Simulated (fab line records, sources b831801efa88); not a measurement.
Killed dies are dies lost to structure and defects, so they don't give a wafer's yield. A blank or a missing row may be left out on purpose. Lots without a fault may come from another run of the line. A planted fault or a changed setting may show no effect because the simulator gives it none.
Which tool did it? | flow gf180mcu | 13 lots, 39 wafers sampled, at 4 steps of a route of 602

WHAT THE GAUGES READ, wafer by wafer
GF_VT_IMPLANT_OVL_MEAS_29. Usual: VT_IMPLANT_02_OVL -0.1 nm, standard deviation 1.3.
lot  | measured     | on         | VT_IMPLANT_02_OVL (nm) | flag
L843 | day 6 19:14  | overlay-02 | -2.4 -0.7 -1.2         |
L844 | day 7 04:34  | overlay-01 | -2.6 -1.8 -0.6         |
L846 | day 7 13:43  | overlay-01 | -1.8 -1.5 -1.3         |
L847 | day 7 21:01  | overlay-01 | 1.7 1.0 0.2            |
L850 | day 8 12:55  | overlay-01 | -0.8 -1.6 -0.3         |
L851 | day 8 21:22  | overlay-02 | 0.2 0.2 0.9            |
L857 | day 10 14:53 | overlay-02 | -0.1 -1.1 -1.8         |
L859 | day 11 07:22 | overlay-02 | -1.1 0.0 -1.1          |
L860 | day 11 08:28 | overlay-01 | -1.9 -1.9 -0.9         |
L861 | day 11 18:34 | overlay-02 | 1.4 0.3 1.2            |
L862 | day 12 00:34 | overlay-02 | -1.3 -0.4 -2.8         |
L864 | day 13 03:59 | overlay-02 | 0.9 0.2 -0.1           |
L865 | day 13 05:23 | overlay-02 | -1.7 0.8 -0.9          |

GF_VT_IMPLANT_OVL_MEAS_40. Usual: VT_IMPLANT_03_OVL -0.7 nm, standard deviation 1.3.
lot  | measured     | on         | VT_IMPLANT_03_OVL (nm) | flag
L843 | day 7 09:34  | overlay-02 | -1.2 -0.9 -1.6         |
L844 | day 7 19:07  | overlay-02 | -0.5 -2.6 -1.9         |
L846 | day 8 04:29  | overlay-02 | -2.1 -1.9 -1.5         |
L847 | day 8 12:37  | overlay-01 | -1.0 0.4 -0.6          |
L850 | day 9 05:16  | overlay-01 | 0.7 0.0 0.3            |
L851 | day 9 14:14  | overlay-01 | 2.5 3.6 1.9            |
L857 | day 11 08:47 | overlay-02 | -0.7 -1.1 -0.6         |
L859 | day 12 02:34 | overlay-02 | -1.0 -0.2 -0.4         |
L860 | day 12 03:43 | overlay-01 | -1.2 0.3 0.1           |
L861 | day 12 13:04 | overlay-02 | -0.7 -0.8 -1.0         |
L862 | day 12 19:49 | overlay-01 | -0.3 0.2 -0.3          |
L864 | day 14 00:19 | overlay-01 | -1.1 0.6 -1.4          |
L865 | day 14 02:07 | overlay-02 | -1.2 -1.6 -2.1         |

GF_VT_IMPLANT_TW_MEAS_43. Usual: VT_IMPLANT_4_TW 692, standard deviation 4.9.
lot  | measured     | on            | VT_IMPLANT_4_TW | flag
L843 | day 7 09:51  | film_metro-01 | 684 690 690     |
L844 | day 7 19:25  | film_metro-01 | 688 687 688     |
L846 | day 8 04:47  | film_metro-01 | 687 688 688     |
L847 | day 8 12:54  | film_metro-04 | 689 689 689     |
L850 | day 9 05:34  | film_metro-03 | 697 698 696     |
L851 | day 9 14:31  | film_metro-03 | 697 697 698     |
L857 | day 11 09:04 | film_metro-01 | 695 692 695     |
L859 | day 12 02:52 | film_metro-03 | 702 702 700     |
L860 | day 12 03:59 | film_metro-03 | 702 702 698     |
L861 | day 12 13:22 | film_metro-04 | 685 689 688     |
L862 | day 12 20:05 | film_metro-01 | 689 687 690     |
L864 | day 14 00:37 | film_metro-01 | 687 690 686     |
L865 | day 14 02:23 | film_metro-04 | 686 688 686     |

WHICH TOOL RAN EACH LOT (tool, then ch and the chambers of the sampled wafers, then the start)
lot  | GF_VT_IMPLANT_STRIP_42
L843 | plasma_asher-01 ch 0,1, day 7 09:44
L844 | plasma_asher-04 ch 0,1, day 7 19:20
L846 | plasma_asher-01 ch 0,1, day 8 04:41
L847 | plasma_asher-01 ch 0,1, day 8 12:47
L850 | plasma_asher-04 ch 0,1, day 9 05:28
L851 | plasma_asher-01 ch 0,1, day 9 14:25
L857 | plasma_asher-04 ch 0,1, day 11 08:58
L859 | plasma_asher-01 ch 0, day 12 02:46
L860 | plasma_asher-04 ch 0,1, day 12 03:53
L861 | plasma_asher-04 ch 0,1, day 12 13:16
L862 | plasma_asher-01 ch 0,1, day 12 19:59
L864 | plasma_asher-02 ch 0,1, day 14 00:31
L865 | plasma_asher-04 ch 0,1, day 14 02:17
- GF_VT_IMPLANT_STRIP_42: strips in O2/N2.

WHAT THE TOOLS THEMSELVES READ (means of the sampled wafers that have a number; where no wafer has one, the mark that the record gives instead)
GF_VT_IMPLANT_STRIP_42. Usual: drypump_motor_current_A 5.6 A, standard deviation 0.38; heater_power_w 336 W, standard deviation 29; oes_product_au 0.716 a.u., standard deviation 0.0044; strip_time_to_endpoint_s 12.61 s, standard deviation 0.033.
lot  | tool            | drypump_motor_current_A (A) | heater_power_w (W) | oes_product_au (a.u.) | strip_time_to_endpoint_s (s) | flag
L843 | plasma_asher-01 | 5.2                         | 334                | 0.720                 | 12.66                        |
L844 | plasma_asher-04 | 6.0                         | 307                | 0.715                 | 12.61                        |
L846 | plasma_asher-01 | 5.2                         | 336                | 0.719                 | 12.61                        |
L847 | plasma_asher-01 | 5.4                         | 322                | 0.717                 | 12.61                        |
L850 | plasma_asher-04 | 5.8                         | 327                | 0.868                 | -                            | OFF
L851 | plasma_asher-01 | 5.2                         | 337                | 0.718                 | 12.62                        |
L857 | plasma_asher-04 | 6.0                         | 308                | 0.715                 | 12.59                        |
L859 | plasma_asher-01 | 5.6                         | 305                | 0.712                 | 12.57                        |
L860 | plasma_asher-04 | 5.8                         | 326                | 0.718                 | 12.64                        |
L861 | plasma_asher-04 | 5.8                         | 335                | 0.719                 | 12.62                        |
L862 | plasma_asher-01 | 5.4                         | 319                | 0.717                 | 12.63                        |
L864 | plasma_asher-02 | 5.6                         | 369                | 0.716                 | 12.59                        |
L865 | plasma_asher-04 | 5.8                         | 325                | 0.716                 | 12.62                        |

THE ANSWER, worked out from the rows above alone
Rule: a lot is off if the mean of its wafers that have a number lies more than 3 standard deviations from the usual mean. A lot without any number at a reading at which 4 lots or more have one is off too. The other lots that the step has rows for count as sound. The gauges are gone through in route order, then the tools' own readings, and for those a lot's mean is taken as printed above. The first step at which some lot is off is used, and at that step the reading that is off furthest; a lot without a number counts as furthest.
Off: L850, at GF_VT_IMPLANT_STRIP_42 (strip_time_to_endpoint_s). Without a number there: L850.
A tool fits if, at that step or a process step before it, it ran every lot that is off, and no sound lot after the first of them. None of those tried fits.

WHAT THE SIMULATOR HAD PUT IN
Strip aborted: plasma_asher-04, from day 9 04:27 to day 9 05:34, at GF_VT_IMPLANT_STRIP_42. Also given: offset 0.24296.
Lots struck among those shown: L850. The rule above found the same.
